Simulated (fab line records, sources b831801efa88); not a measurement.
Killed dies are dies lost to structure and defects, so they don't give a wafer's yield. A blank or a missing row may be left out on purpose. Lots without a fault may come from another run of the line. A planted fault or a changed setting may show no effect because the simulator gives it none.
A struck lot beside a sound one | flow gf180mcu | 15 steps out of a route of 602
Sound: wafers L665.1, L665.2, L665.6. Struck: wafers L663.1, L663.2, L663.6. The cause comes at the end.
At each step with rows: each side's tool, then ch and its chambers, then its first start. Under that, the readings that differ: sound wafers | struck wafers | difference of the means | sigmas: that difference in standard deviations of wafers without a fault.
alike: readings whose means differ by less than 2 such deviations, and words and numbers that are the same on both sides. not compared: withheld readings, readings that some wafer has no value for, bounds like >300 that may hide the same value, and numbers for which the record gives no deviation and whose values overlap.
The two part at a step that has a row with sigmas, a row that says differs or no value, or rows on one side only. Numbers that don't overlap but have no deviation are shown without sigmas and don't part them. A reading that every wafer of one side lacks parts them only if that side has two wafers or more.

GF_V1_BOW_MEAS_05:
  sound on film_metro-03, day 22 00:16; struck on film_metro-04, day 21 08:25
  alike: V1_BOW
then, 8 steps without rows for these wafers: GF_V1_DEHYDRATE_06 (time 60 s); GF_V1_HMDS_07 (prime time 60 s); GF_V1_COAT_08; GF_V1_COAT_09 (resist thk 1000 nm); GF_V1_SOFTBAKE_10 (time 60 s); GF_V1_EXPOSE_11 (exposes mask Via1, target cd 260 nm); GF_V1_PEB_12 (peb time 90 s); GF_V1_DEVELOP_13 (develop time 60 s).
GF_V1_CD_MEAS_14: target cd 260 nm.
  sound on cd_sem-01, day 22 23:26; struck on cd_sem-01, day 22 07:59
  alike: cd_nm
GF_V1_OVL_MEAS_15:
  sound on overlay-01, day 22 23:34; struck on overlay-01, day 22 08:07
  reading     | sound | struck    | difference | sigmas
  V1_OVL (nm) | 2 3 4 | -8 -4 -15 | -12        | -2
GF_V1_ETCH_16: etches BARC in N2/H2.
  sound on rie_diel-04 ch 2,3, day 22 23:36; struck on rie_diel-01 ch 0,2, day 22 08:09
  alike: bias_w, chamber_pressure_mTorr, drypump_motor_current_A, oes_product_au, throttle_valve_pct
GF_V1_ETCH_17: etches SiO2 in C4F8/O2/Ar, stops on TiN, target depth 630 nm.
  sound on rie_diel-04 ch 2,3, day 22 23:00; struck on rie_diel-01 ch 0,2, day 22 08:00
  no value came back on the struck wafers for bias_w (W), chamber_pressure_mTorr (mTorr), oes_product_au (a.u.); on the sound wafers bias_w (W) reads 1196 1204 1207
GF_V1_STRIP_18: strips in O2/N2.
  sound on plasma_asher-01 ch 0,1, day 22 23:44; struck on plasma_asher-01 ch 0,1, day 22 08:17
  reading               | sound             | struck            | difference | sigmas
  oes_product_au (a.u.) | 0.593 0.589 0.600 | 0.669 0.669 0.664 | +0.073     | +13
  alike: drypump_motor_current_A, heater_power_w
  not compared: rf_hours_counter_h
then, 1 step without rows for these wafers: GF_V1_STRIP_19 (strips in post etch residue remover, time 1200 s).

WHERE THEY PART
First at GF_V1_OVL_MEAS_15; last, within this record, at GF_V1_STRIP_18.

WHY: what the simulator had put in
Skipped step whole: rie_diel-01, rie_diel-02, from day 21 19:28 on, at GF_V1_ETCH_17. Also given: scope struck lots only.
